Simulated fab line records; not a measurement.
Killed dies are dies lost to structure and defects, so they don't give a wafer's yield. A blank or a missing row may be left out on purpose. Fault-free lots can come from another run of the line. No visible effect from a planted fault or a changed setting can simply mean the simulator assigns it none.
fab line records	flow sky130
record lots=12	wafers=36	last_day=50
route steps=708 shown CONTACT@429 METAL1@438 VIA1@466 PAD_OPEN@708
lots that met no fault: from a run of the same line without faults
start_h: hours from the record's first day to the start of the lot's first wafer shown	wait_h: hours elapsed since this lot's preceding step	" identical to the entry in the row above	L1.1+2: one row covering several wafers at once	- no value, or no start given	* or withheld: withheld	< > ~ a bound
route shown NAME@n: a module of which the file shows steps, and the number in the route of the first	usual: mean/standard deviation taken from wafers without a fault	same: alike in all rows	chamber/n: place in a boat	sites: per-site readings	_std_site: the values' standard deviation	_edge_site: mean of outer sites minus mean of inner sites	radius_mm: for every site, how far away it sits from the centre of the wafer	mask NAME#n: copy n	behind: the last tool/chamber to shape the wafer	hold: reason for holding the lot/hours on hold/outcome of the hold	device: whichever transistor did not switch (one of n, p or np)	end of line: at the end of the route, the tests of the same wafers	a step with no rows: only its recipe	killed: dies lost to structure and defects at the first sort, not the wafer's yield	map: shows each die of a wafer: x if killed, . if not, _ if none is there
set.NAME: the setting as run; set.NAME@STEP: as run at that earlier step	model.NAME: the simulator's own value behind a step, which no gauge read
a sample of lots followed through the steps of the route, with each step as a table and each wafer as a row
services: a tool's chamber out of use, with start hour (start_h, from the record's first day; less than 0 if before it), hours out, and reason
## steps
# step SKY_CONTACT_SPUTTER_23
# recipe material=TiN	target_thk_nm=20	chamber_pressure_pa=5	power_w=4000	time_s=80
# usual throttle_valve_pct=29.9/1
lot.wafer	tool	chamber	start_h	wait_h	throttle_valve_pct
L237.3	pvd_sputter-01	-	749.82	0.0	29.2
L237.4	"	-	"	"	30.5
L237.5	"	-	"	"	29.2
L240.1	pvd_sputter-02	-	773.01	0.0	27.6
L240.5	"	-	"	"	27.6
L240.6	"	-	"	"	29.7
L242.1	pvd_sputter-03	-	785.15	0.0	29.9
L242.2	"	-	"	"	29.7
L242.5	"	-	"	"	29.9
L243.1	pvd_sputter-03	-	793.54	0.0	29.5
L243.3	"	-	"	"	29.7
L243.4	"	-	"	"	31.9
L244.3	pvd_sputter-02	-	805.92	0.0	27.7
L244.5	"	-	"	"	29.2
L244.6	"	-	"	"	27.6
L245.2	pvd_sputter-01	-	811.97	0.0	30.9
L245.3	"	-	"	"	29.0
L245.4	"	-	"	"	29.4
L253.4	pvd_sputter-01	-	871.33	0.0	30.9
L253.5	"	-	"	"	29.4
L253.6	"	-	"	"	28.9
L254.1	pvd_sputter-01	-	877.56	0.0	30.8
L254.4	"	-	"	"	29.2
L254.6	"	-	"	"	29.2
L255.2	pvd_sputter-03	-	882.38	0.0	29.6
L255.3	"	-	"	"	31.3
L255.5	"	-	"	"	31.4
L256.1	pvd_sputter-01	-	890.23	0.0	29.4
L256.2	"	-	"	"	31.0
L256.5	"	-	"	"	30.9
L257.1	pvd_sputter-01	-	896.09	0.0	31.0
L257.2	"	-	"	"	29.0
L257.5	"	-	"	"	30.4
L259.2	pvd_sputter-03	-	917.40	0.0	29.6
L259.3	"	-	"	"	31.7
L259.4	"	-	"	"	29.8
# step SKY_METAL1_SPUTTER_04
# recipe material=TiN	target_thk_nm=70	power_w=6500	time_s=58.3	chamber_pressure_pa=0.4
# usual throttle_valve_pct=30.3/0.78
lot.wafer	tool	chamber	start_h	wait_h	throttle_valve_pct
L237.3	pvd_sputter-04	-	750.56	0.0	31.2
L237.4	"	-	"	"	29.3
L237.5	"	-	"	"	30.2
L240.1	pvd_sputter-03	-	773.86	0.0	29.8
L240.5	"	-	"	"	29.8
L240.6	"	-	"	"	29.8
L242.1	pvd_sputter-01	-	786.00	0.0	30.9
L242.2	"	-	"	"	31.0
L242.5	"	-	"	"	30.8
L243.1	pvd_sputter-04	-	794.40	0.0	29.2
L243.3	"	-	"	"	30.4
L243.4	"	-	"	"	31.4
L244.3	pvd_sputter-03	-	806.66	0.0	29.9
L244.5	"	-	"	"	30.1
L244.6	"	-	"	"	29.4
L245.2	pvd_sputter-04	-	812.71	0.0	30.4
L245.3	"	-	"	"	29.2
L245.4	"	-	"	"	30.2
L253.4	pvd_sputter-04	-	872.08	0.0	31.0
L253.5	"	-	"	"	30.5
L253.6	"	-	"	"	30.2
L254.1	pvd_sputter-04	-	878.36	0.0	29.0
L254.4	"	-	"	"	31.2
L254.6	"	-	"	"	30.4
L255.2	pvd_sputter-04	-	883.12	0.0	30.3
L255.3	"	-	"	"	31.1
L255.5	"	-	"	"	31.2
L256.1	pvd_sputter-03	-	890.98	0.0	31.8
L256.2	"	-	"	"	29.7
L256.5	"	-	"	"	31.6
L257.1	pvd_sputter-03	-	896.84	0.0	31.6
L257.2	"	-	"	"	29.8
L257.5	"	-	"	"	30.1
L259.2	pvd_sputter-04	-	918.14	0.0	30.5
L259.3	"	-	"	"	29.4
L259.4	"	-	"	"	30.3
# step SKY_VIA1_SOFTBAKE_08
# recipe temp_c=100	time_s=90	resist=KrF-thick
# usual chill_plate_temp_C=23.02/0.087	heater_power_total_W=57.37/0.11	run_length_s=119.16/0.12
lot.wafer	tool	chamber	start_h	wait_h	chill_plate_temp_C	heater_power_total_W	run_length_s
L237.3	litho_track-04	0	792	-	23.07	57.42	119.04
L237.4	"	0	"	"	22.96	57.38	119.03
L237.5	"	0	"	"	23.00	57.42	119.11
L240.1	litho_track-03	0	815	-	22.83	57.18	119.19
L240.5	"	0	"	"	23.03	57.25	119.22
L240.6	"	0	"	"	23.04	57.52	119.20
L242.1	litho_track-04	0	827	-	22.99	57.18	119.00
L242.2	"	0	"	"	22.85	57.26	118.98
L242.5	"	0	"	"	22.95	57.46	119.24
L243.1	litho_track-02	0	835	-	23.02	57.54	119.09
L243.3	"	0	"	"	22.90	57.40	119.40
L243.4	"	0	"	"	23.12	57.33	119.16
L244.3	litho_track-03	0	848	-	22.92	57.28	119.25
L244.5	"	0	"	"	23.07	57.35	119.08
L244.6	"	0	"	"	23.01	57.43	119.06
L245.2	litho_track-04	0	853	-	23.02	57.42	118.97
L245.3	"	0	"	"	23.04	57.61	119.19
L245.4	"	0	"	"	23.05	57.16	119.04
L253.4	litho_track-03	0	912	-	22.91	60.50	106.63
L253.5	"	0	"	"	22.96	57.36	119.30
L253.6	"	0	"	"	22.87	57.33	119.06
L254.1	litho_track-04	0	917	-	23.03	57.58	119.23
L254.4	"	0	918	-	23.05	57.37	119.29
L254.6	"	0	"	"	23.04	57.41	119.15
L255.2	litho_track-03	0	922	-	22.99	60.19	106.60
L255.3	"	0	"	"	23.13	57.32	119.12
L255.5	"	0	"	"	22.93	57.33	119.22
L256.1	litho_track-02	0	930	-	23.10	57.27	119.08
L256.2	"	0	931	-	23.03	57.40	119.15
L256.5	"	0	"	"	23.19	57.50	119.14
L257.1	litho_track-04	0	936	-	23.04	57.29	119.07
L257.2	"	0	"	"	23.17	57.19	119.05
L257.5	"	0	"	"	23.02	57.21	119.03
L259.2	litho_track-04	0	956	-	22.93	57.35	119.12
L259.3	"	0	"	"	22.96	57.44	119.08
L259.4	"	0	"	"	23.12	57.55	119.36
# step SKY_VIA1_STRIP_16
# recipe chemistry=O2/N2	power_w=1400	pressure_mtorr=1500	platen_temp_c=withheld	o2_flow_sccm=3000	n2_flow_sccm=300	overash_fraction=0.5
# usual chamber_pressure_mTorr=1500.0/1.4	drypump_motor_current_A=5.6/0.6	oes_product_au=0.415/0.0046	strip_time_to_endpoint_s=4.464/0.024
lot.wafer	tool	chamber	start_h	wait_h	chamber_pressure_mTorr	drypump_motor_current_A	oes_product_au	rf_hours_counter_h	strip_time_to_endpoint_s
L237.3	plasma_asher-02	1	806.26	0.1	1499.4	5.5	0.412	-	4.447
L237.4	"	0	"	"	1500.4	6.4	0.409	-	4.470
L237.5	"	1	"	"	1502.3	5.5	0.418	-	4.427
L240.1	plasma_asher-03	1	828.57	0.0	1498.1	5.0	0.415	103	4.508
L240.5	"	0	"	"	1500.5	6.5	0.419	-	4.446
L240.6	"	1	"	"	1499.6	5.0	0.417	-	4.494
L242.1	plasma_asher-02	0	840.72	0.0	1498.8	6.4	0.414	9	4.470
L242.2	"	1	"	"	1501.6	5.5	0.408	9	4.487
L242.5	"	1	"	"	1499.4	5.5	0.416	-	4.470
L243.1	plasma_asher-04	1	849.42	0.0	1502.7	5.4	0.414	41	4.418
L243.3	"	1	"	"	1499.9	5.4	0.415	-	4.466
L243.4	"	0	"	"	1499.8	5.0	0.411	-	4.483
L244.3	plasma_asher-02	0	862.01	0.1	1499.3	6.5	0.415	-	4.490
L244.5	"	1	"	"	1501.9	5.5	0.416	-	4.485
L244.6	"	0	"	"	1497.7	6.4	0.417	-	4.457
L245.2	plasma_asher-03	0	867.07	0.0	1496.8	6.5	0.411	107	4.505
L245.3	"	1	"	"	1500.7	5.0	0.414	-	4.444
L245.4	"	0	"	"	1499.7	6.5	0.418	-	4.436
L253.4	plasma_asher-02	1	925.46	0.1	1499.8	5.5	0.421	-	4.472
L253.5	"	0	"	"	1500.8	6.4	0.415	-	4.488
L253.6	"	1	"	"	1498.5	5.5	0.412	-	4.472
L254.1	plasma_asher-04	1	930.63	0.0	1498.9	5.4	0.412	49	4.475
L254.4	"	0	"	"	1501.4	5.0	0.409	-	4.433
L254.6	"	0	"	"	1502.2	5.0	0.412	-	4.445
L255.2	plasma_asher-04	1	934.82	0.0	1499.7	5.4	0.418	50	4.434
L255.3	"	0	"	"	1501.4	5.0	0.414	-	4.462
L255.5	"	0	"	"	1502.2	5.0	0.407	-	4.461
L256.1	plasma_asher-04	0	943.87	0.0	1498.1	5.0	0.420	51	4.438
L256.2	"	1	"	"	1500.8	5.4	0.417	51	4.485
L256.5	"	0	"	"	1500.0	5.0	0.423	-	4.484
L257.1	plasma_asher-04	0	948.92	0.0	1501.4	5.0	0.409	51	4.436
L257.2	"	1	"	"	1501.5	5.4	0.411	51	4.437
L257.5	"	1	"	"	1501.8	5.4	0.415	-	4.420
L259.2	plasma_asher-02	0	968.98	0.0	1499.8	6.4	0.415	23	4.457
L259.3	"	1	"	"	1502.5	5.5	0.417	-	4.478
L259.4	"	0	"	"	1500.1	6.4	0.411	-	4.454
# step SKY_PAD_OPEN_PROBE_99
# usual defect_limited_yield=82.7/1.8	killed_at_M0_to_M3=42/7.2	killed_at_M4_up=3.4/2.1	killed_at_contacts=24/5.4	killed_at_front_end=15/4	killed_at_other=0.3/0.53	killed_dies=85/8.8	killed_open=47/6.7	killed_short=38/6.5	sort_bin_3_pad_short=0.8/0.4	sort_bin_5_function=10.2/1.3	sort_bin_6_memory=6.2/1.2	sort_n_pass=407/8.8	sort_yield_pct=82.7/1.8
# same gross_dies=492	killed_at_back_side=0	sort_bin_4_leakage[%]=0	sort_bin_8_speed[%]=0
lot.wafer	tool	chamber	start_h	wait_h	defect_limited_yield[%]	killed_at_M0_to_M3	killed_at_M4_up	killed_at_contacts	killed_at_front_end	killed_at_other	killed_dies	killed_open	killed_short	sort_bin_3_pad_short[%]	sort_bin_5_function[%]	sort_bin_6_memory[%]	sort_n_pass	sort_yield_pct[%]
L237.3	prober-01	-	1087.99	0.2	81.7	46	4	29	11	0	90	47	43	1.4	10.2	6.7	402	81.7
L237.4	prober-01	-	1088.04	0.2	82.1	46	2	26	14	0	88	45	43	2.2	8.7	6.9	404	82.1
L237.5	prober-01	-	1088.09	0.2	85.0	44	2	17	11	0	74	41	33	0.8	8.5	5.7	418	85.0
L240.1	prober-02	-	1105.50	0.1	84.8	39	0	19	17	0	75	37	38	1.0	8.7	5.5	417	84.8
L240.5	prober-02	-	1105.70	0.2	84.3	36	1	22	17	1	77	37	40	1.4	8.1	6.1	415	84.3
L240.6	prober-02	-	1105.75	0.2	85.6	42	3	16	10	0	71	43	28	0.2	9.1	5.1	421	85.6
L242.1	prober-02	-	1117.48	0.1	83.3	39	2	30	11	0	82	41	41	0.6	9.6	6.5	410	83.3
L242.2	prober-02	-	1117.53	0.1	84.8	42	6	19	8	0	75	39	35	0.4	9.8	5.1	417	84.8
L242.5	prober-02	-	1117.68	0.2	82.3	49	4	26	8	0	87	52	35	0.8	10.2	6.7	405	82.3
L244.3	prober-02	-	1130.73	0.2	82.3	46	2	20	18	1	87	50	36	0.6	9.1	7.9	405	82.3
L244.5	prober-02	-	1130.83	0.2	83.5	35	8	22	16	0	81	46	34	0.8	10.8	4.9	411	83.5
L244.6	prober-02	-	1130.88	0.2	84.6	36	2	14	22	2	76	43	31	0.8	8.1	6.5	416	84.6
L245.2	prober-01	-	1136.41	0.1	81.9	39	2	29	19	0	89	48	40	0.6	11.4	6.1	403	81.9
L245.3	prober-01	-	1136.46	0.2	83.7	46	5	20	8	1	80	39	40	0.4	11.0	4.9	412	83.7
L245.4	prober-01	-	1136.51	0.2	80.5	48	5	29	14	0	96	57	39	1.0	10.8	7.7	396	80.5
L254.1	prober-02	-	1179.22	0.1	83.3	47	3	21	9	2	82	43	37	1.0	10.8	4.9	410	83.3
L254.4	prober-02	-	1179.37	0.2	84.6	43	3	22	8	0	76	47	29	0.4	9.8	5.3	416	84.6
L254.6	prober-02	-	1179.47	0.2	83.5	45	1	21	13	1	81	48	32	0.2	10.2	6.1	411	83.5
L256.1	prober-01	-	1187.85	0.1	86.6	32	1	22	11	0	66	45	21	0.4	7.9	5.1	426	86.6
L256.2	prober-01	-	1187.90	0.1	82.5	37	2	30	17	0	86	42	44	1.4	10.0	6.1	406	82.5
L256.5	prober-01	-	1188.05	0.2	85.4	41	4	16	11	0	72	40	32	0.2	10.2	4.3	420	85.4
# killed by level:class
L237.3 LI_CONTACT:geometric_particle:open=12 VIA1:geometric_particle:open=12 METAL2:geometric_particle:short=9 CONTACT:geometric_particle:open=7 VIA1:geometric_particle:short=7 FIELD_ISO:geometric_particle:open=5 LOCAL_INTERCONNECT:geometric_particle:short=5 VIA2:geometric_particle:short=4
L237.4 CONTACT:geometric_particle:open=11 VIA1:geometric_particle:short=9 VIA1:geometric_particle:open=8 VIA2:geometric_particle:open=8 METAL2:geometric_particle:short=7 LI_CONTACT:geometric_particle:open=5 LOCAL_INTERCONNECT:geometric_particle:short=5 CONTACT:geometric_particle:short=5
L237.5 VIA1:geometric_particle:open=9 VIA2:geometric_particle:open=8 METAL1:geometric_particle:short=6 LI_CONTACT:geometric_particle:open=5 CONTACT:geometric_particle:open=5 POLY_GATE:geometric_particle:open=4 VIA3:geometric_particle:short=4 METAL2:geometric_particle:short=4
L240.1 METAL1:geometric_particle:short=8 VIA1:geometric_particle:open=8 METAL2:geometric_particle:short=7 LI_CONTACT:geometric_particle:open=6 CONTACT:geometric_particle:short=6 POLY_GATE:geometric_particle:open=5 CONTACT:geometric_particle:open=4 POLY_GATE:geometric_particle:short=3
L240.5 METAL1:geometric_particle:short=9 VIA1:geometric_particle:open=7 VIA3:geometric_particle:open=7 LI_CONTACT:geometric_particle:open=6 CONTACT:geometric_particle:open=6 FIELD_ISO:geometric_particle:open=5 FIELD_ISO:geometric_particle:short=4 POLY_GATE:geometric_particle:short=4
L240.6 VIA1:geometric_particle:open=8 LI_CONTACT:geometric_particle:open=7 VIA2:geometric_particle:open=7 METAL2:geometric_particle:short=6 CONTACT:geometric_particle:open=5 VIA3:geometric_particle:open=5 METAL1:geometric_particle:short=5 VIA3:geometric_particle:short=4
L242.1 CONTACT:geometric_particle:open=11 VIA1:geometric_particle:open=8 CONTACT:geometric_particle:short=7 LI_CONTACT:geometric_particle:open=6 LOCAL_INTERCONNECT:geometric_particle:short=6 METAL1:geometric_particle:short=5 VIA1:geometric_particle:short=5 VIA2:geometric_particle:short=5
L242.2 VIA1:geometric_particle:open=13 VIA3:geometric_particle:open=10 CONTACT:geometric_particle:short=7 VIA1:geometric_particle:short=6 CONTACT:geometric_particle:open=4 VIA2:geometric_particle:open=4 METAL4:geometric_particle:short=4 LI_CONTACT:geometric_particle:open=3
L242.5 CONTACT:geometric_particle:open=11 VIA3:geometric_particle:open=9 METAL2:geometric_particle:short=9 VIA2:geometric_particle:open=9 VIA1:geometric_particle:open=8 LI_CONTACT:geometric_particle:open=5 LOCAL_INTERCONNECT:geometric_particle:short=5 METAL1:geometric_particle:short=5
L244.3 VIA1:geometric_particle:open=16 CONTACT:geometric_particle:open=8 VIA3:geometric_particle:open=6 POLY_GATE:geometric_particle:open=5 METAL3:geometric_particle:short=5 FIELD_ISO:geometric_particle:short=4 LOCAL_INTERCONNECT:geometric_particle:short=4 METAL2:geometric_particle:short=4
L244.5 CONTACT:geometric_particle:open=12 VIA1:geometric_particle:open=7 FIELD_ISO:geometric_particle:short=5 VIA3:geometric_particle:open=5 METAL4:geometric_particle:short=5 LI_CONTACT:geometric_particle:open=4 CONTACT:geometric_particle:short=4 METAL1:geometric_particle:short=4
L244.6 VIA1:geometric_particle:open=16 FIELD_ISO:geometric_particle:short=6 FIELD_ISO:geometric_particle:open=6 CONTACT:geometric_particle:open=6 SPACER:geometric_particle:open=6 METAL1:geometric_particle:short=6 VIA2:geometric_particle:short=4 LI_CONTACT:geometric_particle:open=3
L245.2 VIA1:geometric_particle:open=13 CONTACT:geometric_particle:open=9 CONTACT:geometric_particle:short=8 LI_CONTACT:geometric_particle:open=7 VIA3:geometric_particle:open=6 POLY_GATE:geometric_particle:short=5 VIA1:geometric_particle:short=5 VIA2:geometric_particle:open=5
L245.3 METAL1:geometric_particle:short=11 CONTACT:geometric_particle:open=9 METAL2:geometric_particle:short=8 VIA1:geometric_particle:open=7 LI_CONTACT:geometric_particle:open=7 METAL4:geometric_particle:short=5 LI_CONTACT:geometric_particle:short=4 VIA3:geometric_particle:open=4
L245.4 CONTACT:geometric_particle:open=17 VIA1:geometric_particle:open=11 METAL3:geometric_particle:short=6 LI_CONTACT:geometric_particle:open=5 METAL2:geometric_particle:short=5 VIA3:geometric_particle:open=5 VIA2:geometric_particle:open=4 SPACER:geometric_particle:short=4
L254.1 VIA1:geometric_particle:open=16 VIA2:geometric_particle:open=7 CONTACT:geometric_particle:short=6 CONTACT:geometric_particle:open=5 FIELD_ISO:geometric_particle:open=4 LI_CONTACT:geometric_particle:short=4 LI_CONTACT:geometric_particle:open=4 METAL2:geometric_particle:short=4
L254.4 VIA1:geometric_particle:open=13 CONTACT:geometric_particle:open=9 VIA2:geometric_particle:open=7 VIA1:geometric_particle:short=5 VIA3:geometric_particle:open=5 VIA3:geometric_particle:short=4 LI_CONTACT:geometric_particle:open=4 LOCAL_INTERCONNECT:geometric_particle:open=4
L254.6 VIA1:geometric_particle:open=13 LI_CONTACT:geometric_particle:open=9 VIA2:geometric_particle:open=7 POLY_GATE:geometric_particle:short=5 CONTACT:geometric_particle:open=5 METAL1:geometric_particle:short=5 VIA3:geometric_particle:open=5 POLY_GATE:geometric_particle:open=4
L256.1 CONTACT:geometric_particle:open=13 VIA1:geometric_particle:open=11 VIA2:geometric_particle:open=8 POLY_GATE:geometric_particle:short=4 LI_CONTACT:geometric_particle:open=4 METAL2:geometric_particle:short=4 CONTACT:geometric_particle:short=3 METAL1:geometric_particle:short=2
L256.2 CONTACT:geometric_particle:open=11 CONTACT:geometric_particle:short=7 VIA1:geometric_particle:open=7 METAL2:geometric_particle:short=7 LI_CONTACT:geometric_particle:open=5 METAL1:geometric_particle:short=5 VIA2:geometric_particle:short=5 FIELD_ISO:geometric_particle:short=4
L256.5 VIA1:geometric_particle:open=9 CONTACT:geometric_particle:open=6 METAL2:geometric_particle:short=5 VIA2:geometric_particle:open=5 VIA3:geometric_particle:open=5 FIELD_ISO:geometric_particle:short=4 LI_CONTACT:geometric_particle:open=4 METAL1:geometric_particle:short=4
## services
tool	chamber	start_h	hours	kind
plasma_asher-02	-	733.75	9.0	pm
plasma_asher-02	0	733.75	9.0	vent_cycle
plasma_asher-02	1	733.75	9.0	vent_cycle
plasma_asher-02	0	742.75	-	clean
plasma_asher-02	1	742.75	-	clean
pvd_sputter-01	-	744.19	2.5	repair
litho_track-02	-	825.42	-	consumable_replace:filter
plasma_asher-02	-	839.02	1.6	repair
pvd_sputter-04	-	839.28	0.5	repair
pvd_sputter-01	-	847.65	0.8	repair
pvd_sputter-01	-	910.02	2.1	repair
plasma_asher-03	-	917.72	14.6	pm
plasma_asher-03	-	933.80	1.7	repair
plasma_asher-03	-	955.15	12.0	repair
plasma_asher-04	-	955.50	0.5	repair
## key
first_sign step=SKY_VIA1_SOFTBAKE_08	reading=run_length_s	direction=down	sigmas=99+	usual=*	struck=*
effect step=SKY_VIA1_SOFTBAKE_08	reading=heater_power_total_W	direction=up	sigmas=27	usual=*	struck=*
met_at SKY_VIA1_SOFTBAKE_08
struck_lots L253,L255
struck_wafers L253.4,L255.2
not_acting_at SKY_CONTACT_SPUTTER_23,SKY_METAL1_SPUTTER_04,SKY_VIA1_STRIP_16
onset_between 848 912
fault kind=process_parameter_drift	tool=litho_track-03	chamber=-	onset_h=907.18	steps=SKY_VIA1_SOFTBAKE_08	channel=time_s	offset=*	shape=step	end_h=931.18	scope=struck_wafers_only	acts_in=*	stated=*
